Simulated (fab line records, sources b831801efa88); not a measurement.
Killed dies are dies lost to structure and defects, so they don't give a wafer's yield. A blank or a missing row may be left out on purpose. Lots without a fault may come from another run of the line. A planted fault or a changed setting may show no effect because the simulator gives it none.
Which tool did it? | flow gf180mcu | 7 lots, 21 wafers sampled, at 1 step of a route of 602

WHAT THE GAUGES READ, wafer by wafer
GF_POLY_GATE_CD_MEAS_10: target cd 280 nm.
lot  | measured     | on        | cd_nm (nm)
L767 | day 9 07:04  | cd_sem-02 | 278.8 280.0 279.1
L769 | day 10 03:20 | cd_sem-02 | 279.1 278.9 279.1
L774 | day 11 17:32 | cd_sem-02 | 281.1 280.4 279.8
L777 | day 12 06:50 | cd_sem-01 | 279.0 279.8 280.2
L780 | day 13 19:05 | cd_sem-02 | 279.0 279.1 278.4
L782 | day 14 03:56 | cd_sem-02 | 280.2 280.9 282.0
L789 | day 16 00:41 | cd_sem-01 | 279.7 280.3 280.4

WHICH TOOL RAN EACH LOT (tool, then ch and the chambers of the sampled wafers, then the start)
The record holds no process step before these readings.

THE ANSWER, worked out from the rows above alone
Rule: what is usual is taken from the lots themselves. Put in order of their means at a reading, lots are off if they are a third of the lots or fewer, leave a main group of 4 or more, and stand apart from it by a gap of 3 or more times the standard deviation of the main group's means; of several such gaps the widest counts. A main group whose means are all the same, to the digits that the tables above print for the reading, isn't used. A lot without any number at a reading at which 4 lots or more have one is off too. The other lots that the step has rows for count as sound.
No lot is off at any reading shown: from this, nothing can be told.

WHAT THE SIMULATOR HAD PUT IN
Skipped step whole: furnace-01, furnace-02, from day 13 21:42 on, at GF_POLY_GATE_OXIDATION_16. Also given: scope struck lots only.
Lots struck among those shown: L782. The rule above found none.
